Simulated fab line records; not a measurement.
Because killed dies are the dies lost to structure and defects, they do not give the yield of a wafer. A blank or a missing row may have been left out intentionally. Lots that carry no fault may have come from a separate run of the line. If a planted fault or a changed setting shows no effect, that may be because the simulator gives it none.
Which of the tools did it? || flow sky130 || 9 lots, 27 wafers sampled, at 6 steps of a route of 708

== WHAT EACH GAUGE READ, for each wafer ==
SKY_VIA1_THK_MEAS_01.
{"lot": "L789", "measured": "day 33 10:42", "on": "film metro-04", "VIA1_HDPCVD_THK (nm)": "1009 1013 1015"}
{"lot": "L792", "measured": "day 34 04:35", "on": "film metro-03", "VIA1_HDPCVD_THK (nm)": "1026 1019 1022"}
{"lot": "L791", "measured": "day 34 07:04", "on": "film metro-03", "VIA1_HDPCVD_THK (nm)": "1015 1018 1005"}
{"lot": "L795", "measured": "day 35 04:55", "on": "film metro-01", "VIA1_HDPCVD_THK (nm)": "1040 1020 1037"}
{"lot": "L796", "measured": "day 35 07:48", "on": "film metro-01", "VIA1_HDPCVD_THK (nm)": "1039 1012 1022"}
{"lot": "L804", "measured": "day 38 03:49", "on": "film metro-04", "VIA1_HDPCVD_THK (nm)": "1020 1042 1037"}
{"lot": "L807", "measured": "day 39 01:01", "on": "film metro-03", "VIA1_HDPCVD_THK (nm)": "1027 1029 1021"}
{"lot": "L809", "measured": "day 39 03:41", "on": "film metro-04", "VIA1_HDPCVD_THK (nm)": "1046 1042 1052"}
{"lot": "L810", "measured": "day 39 13:40", "on": "film metro-04", "VIA1_HDPCVD_THK (nm)": "1025 1030 1020"}

SKY_METAL2_RS_MEAS_05: the measuring method here is four-point-probe.
{"lot": "L789", "measured": "day 34 16:07", "on": "film metro-02", "METAL2_ALCU_RS (ohm/sq)": "0.1246 0.1235 0.1258"}
{"lot": "L792", "measured": "day 35 09:26", "on": "film metro-02", "METAL2_ALCU_RS (ohm/sq)": "0.1269 0.1262 0.1274"}
{"lot": "L791", "measured": "day 35 11:49", "on": "film metro-02", "METAL2_ALCU_RS (ohm/sq)": "0.1276 0.1284 0.1260"}
{"lot": "L795", "measured": "day 36 08:31", "on": "film metro-01", "METAL2_ALCU_RS (ohm/sq)": "0.1248 0.1644 0.1254"}
{"lot": "L796", "measured": "day 36 11:41", "on": "film metro-01", "METAL2_ALCU_RS (ohm/sq)": "0.1249 0.1683 0.1701"}
{"lot": "L804", "measured": "day 39 06:14", "on": "film metro-02", "METAL2_ALCU_RS (ohm/sq)": "0.1262 0.1270 0.1261"}
{"lot": "L807", "measured": "day 40 03:10", "on": "film metro-01", "METAL2_ALCU_RS (ohm/sq)": "0.1258 0.1260 0.1252"}
{"lot": "L809", "measured": "day 40 06:15", "on": "film metro-01", "METAL2_ALCU_RS (ohm/sq)": "0.1241 0.1247 0.1261"}
{"lot": "L810", "measured": "day 40 16:17", "on": "film metro-03", "METAL2_ALCU_RS (ohm/sq)": "0.1250 0.1217 0.1220"}

SKY_METAL2_THK_MEAS_06: measures by xrf.
{"lot": "L789", "measured": "day 34 16:14", "on": "film metro-02", "METAL2_ALCU_THK (nm)": "257 259 253"}
{"lot": "L792", "measured": "day 35 09:32", "on": "film metro-02", "METAL2_ALCU_THK (nm)": "252 254 252"}
{"lot": "L791", "measured": "day 35 11:56", "on": "film metro-02", "METAL2_ALCU_THK (nm)": "252 250 253"}
{"lot": "L795", "measured": "day 36 08:37", "on": "film metro-01", "METAL2_ALCU_THK (nm)": "253 194 254"}
{"lot": "L796", "measured": "day 36 11:47", "on": "film metro-01", "METAL2_ALCU_THK (nm)": "252 190 188"}
{"lot": "L804", "measured": "day 39 06:22", "on": "film metro-02", "METAL2_ALCU_THK (nm)": "254 253 254"}
{"lot": "L807", "measured": "day 40 03:17", "on": "film metro-01", "METAL2_ALCU_THK (nm)": "252 250 250"}
{"lot": "L809", "measured": "day 40 06:22", "on": "film metro-01", "METAL2_ALCU_THK (nm)": "256 252 248"}
{"lot": "L810", "measured": "day 40 16:23", "on": "film metro-03", "METAL2_ALCU_THK (nm)": "251 256 257"}

== WHICH TOOL RAN EACH LOT (tool, then ch and the chambers of the sampled wafers, then the start) ==
{"lot": "L789", "SKY_METAL1_STRIP_20": "plasma asher-02 ch 0,1, day 33 09:59", "SKY_METAL2_SPUTTER_00": "pvd sputter-04, day 34 15:58", "SKY_METAL2_SPUTTER_02": "pvd sputter-04, day 34 16:01"}
{"lot": "L792", "SKY_METAL1_STRIP_20": "plasma asher-02 ch 0,1, day 34 03:53", "SKY_METAL2_SPUTTER_00": "pvd sputter-04, day 35 09:14", "SKY_METAL2_SPUTTER_02": "pvd sputter-04, day 35 09:17"}
{"lot": "L791", "SKY_METAL1_STRIP_20": "plasma asher-02 ch 0,1, day 34 06:21", "SKY_METAL2_SPUTTER_00": "pvd sputter-01, day 35 11:40", "SKY_METAL2_SPUTTER_02": "pvd sputter-01, day 35 11:43"}
{"lot": "L795", "SKY_METAL1_STRIP_20": "plasma asher-02 ch 0,1, day 35 04:12", "SKY_METAL2_SPUTTER_00": "pvd sputter-01, day 36 08:21", "SKY_METAL2_SPUTTER_02": "pvd sputter-01, day 36 08:23"}
{"lot": "L796", "SKY_METAL1_STRIP_20": "plasma asher-02 ch 0,1, day 35 07:05", "SKY_METAL2_SPUTTER_00": "pvd sputter-01, day 36 11:31", "SKY_METAL2_SPUTTER_02": "pvd sputter-01, day 36 11:34"}
{"lot": "L804", "SKY_METAL1_STRIP_20": "plasma asher-01 ch 0, day 38 03:03", "SKY_METAL2_SPUTTER_00": "pvd sputter-01, day 39 06:06", "SKY_METAL2_SPUTTER_02": "pvd sputter-01, day 39 06:09"}
{"lot": "L807", "SKY_METAL1_STRIP_20": "plasma asher-03 ch 0,1, day 39 00:15", "SKY_METAL2_SPUTTER_00": "pvd sputter-01, day 40 03:02", "SKY_METAL2_SPUTTER_02": "pvd sputter-01, day 40 03:04"}
{"lot": "L809", "SKY_METAL1_STRIP_20": "plasma asher-02 ch 1, day 39 02:57", "SKY_METAL2_SPUTTER_00": "pvd sputter-01, day 40 06:07", "SKY_METAL2_SPUTTER_02": "pvd sputter-01, day 40 06:10"}
{"lot": "L810", "SKY_METAL1_STRIP_20": "plasma asher-03 ch 0,1, day 39 12:57", "SKY_METAL2_SPUTTER_00": "pvd sputter-03, day 40 16:07", "SKY_METAL2_SPUTTER_02": "pvd sputter-03, day 40 16:10"}
- SKY_METAL1_STRIP_20: strips in O2/N2.
- SKY_METAL2_SPUTTER_00: material Ti, target thk 15 nm, time 10 s.
- SKY_METAL2_SPUTTER_02: material AlCu, target thk 250 nm, time 13.3 s.

== AS READ BY THE TOOLS THEMSELVES (means over the sampled wafers that have a number; for cases with no such wafer, the mark the record gives instead) ==
SKY_METAL1_STRIP_20.
{"lot": "L789", "tool": "plasma asher-02", "chamber pressure mTorr (mTorr)": 1500.6, "drypump motor current A (A)": 5.90, "oes product au (a.u.)": 0.342, "strip time to endpoint s (s)": 2.66}
{"lot": "L792", "tool": "plasma asher-02", "chamber pressure mTorr (mTorr)": 1501.0, "drypump motor current A (A)": 5.90, "oes product au (a.u.)": 0.342, "strip time to endpoint s (s)": 2.70}
{"lot": "L791", "tool": "plasma asher-02", "chamber pressure mTorr (mTorr)": 1499.9, "drypump motor current A (A)": 5.98, "oes product au (a.u.)": 0.342, "strip time to endpoint s (s)": 2.64}
{"lot": "L795", "tool": "plasma asher-02", "chamber pressure mTorr (mTorr)": 1499.6, "drypump motor current A (A)": 5.99, "oes product au (a.u.)": 0.337, "strip time to endpoint s (s)": 2.68}
{"lot": "L796", "tool": "plasma asher-02", "chamber pressure mTorr (mTorr)": 1500.0, "drypump motor current A (A)": 5.98, "oes product au (a.u.)": 0.341, "strip time to endpoint s (s)": 2.68}
{"lot": "L804", "tool": "plasma asher-01", "chamber pressure mTorr (mTorr)": 1499.6, "drypump motor current A (A)": 6.13, "oes product au (a.u.)": 0.342, "strip time to endpoint s (s)": 2.71}
{"lot": "L807", "tool": "plasma asher-03", "chamber pressure mTorr (mTorr)": 1498.3, "drypump motor current A (A)": 5.77, "oes product au (a.u.)": 0.341, "strip time to endpoint s (s)": 2.66}
{"lot": "L809", "tool": "plasma asher-02", "chamber pressure mTorr (mTorr)": 1499.4, "drypump motor current A (A)": 6.10, "oes product au (a.u.)": 0.337, "strip time to endpoint s (s)": 2.66}
{"lot": "L810", "tool": "plasma asher-03", "chamber pressure mTorr (mTorr)": 1499.4, "drypump motor current A (A)": 5.78, "oes product au (a.u.)": 0.340, "strip time to endpoint s (s)": 2.64}

SKY_METAL2_SPUTTER_00.
{"lot": "L789", "tool": "pvd sputter-04", "throttle valve pct (%)": 30.3}
{"lot": "L792", "tool": "pvd sputter-04", "throttle valve pct (%)": 29.8}
{"lot": "L791", "tool": "pvd sputter-01", "throttle valve pct (%)": 29.6}
{"lot": "L795", "tool": "pvd sputter-01", "throttle valve pct (%)": 29.4}
{"lot": "L796", "tool": "pvd sputter-01", "throttle valve pct (%)": 29.6}
{"lot": "L804", "tool": "pvd sputter-01", "throttle valve pct (%)": 29.7}
{"lot": "L807", "tool": "pvd sputter-01", "throttle valve pct (%)": 29.3}
{"lot": "L809", "tool": "pvd sputter-01", "throttle valve pct (%)": 29.4}
{"lot": "L810", "tool": "pvd sputter-03", "throttle valve pct (%)": 31.4}

SKY_METAL2_SPUTTER_02.
{"lot": "L789", "tool": "pvd sputter-04", "throttle valve pct (%)": 30.1}
{"lot": "L792", "tool": "pvd sputter-04", "throttle valve pct (%)": 29.9}
{"lot": "L791", "tool": "pvd sputter-01", "throttle valve pct (%)": 29.6}
{"lot": "L795", "tool": "pvd sputter-01", "throttle valve pct (%)": 29.4}
{"lot": "L796", "tool": "pvd sputter-01", "throttle valve pct (%)": 29.9}
{"lot": "L804", "tool": "pvd sputter-01", "throttle valve pct (%)": 29.6}
{"lot": "L807", "tool": "pvd sputter-01", "throttle valve pct (%)": 29.5}
{"lot": "L809", "tool": "pvd sputter-01", "throttle valve pct (%)": 29.4}
{"lot": "L810", "tool": "pvd sputter-03", "throttle valve pct (%)": 31.3}

== THE ANSWER, worked out from the rows above alone ==
Rule: the lots themselves supply what counts as usual. Put in order of their means at a reading, lots are off if they are a third of the lots or fewer, leave a main group of 4 or more, and stand apart from it by a gap of 3 or more times the standard deviation of the main group's means; of several such gaps the widest counts. A main group is skipped when, at the precision printed for the reading in the tables above, its means are all equal. Also off: a lot with no number at a reading for which 4 or more lots have one. The other lots that the step has rows for count as sound. Order of review: gauges by route order, followed by the tools' own readings, for which a lot's mean as printed above is used. At the first step where some lot is off, the reading lying furthest off is the one used; lots without a number count as furthest.
Off: L795, L796, at SKY_METAL2_RS_MEAS_05 (METAL2_ALCU_RS). For the main group the mean is 0.1255 ohm/sq and the standard deviation 0.0014.
If a tool, at a process step before that reading, ran all the lots that are off and no sound lot after the first of them, it fits. The gauges at SKY_METAL2_RS_MEAS_05 are tried like those tools. No candidate that was tried fits.

== WHAT WAS PUT IN BY THE SIMULATOR ==
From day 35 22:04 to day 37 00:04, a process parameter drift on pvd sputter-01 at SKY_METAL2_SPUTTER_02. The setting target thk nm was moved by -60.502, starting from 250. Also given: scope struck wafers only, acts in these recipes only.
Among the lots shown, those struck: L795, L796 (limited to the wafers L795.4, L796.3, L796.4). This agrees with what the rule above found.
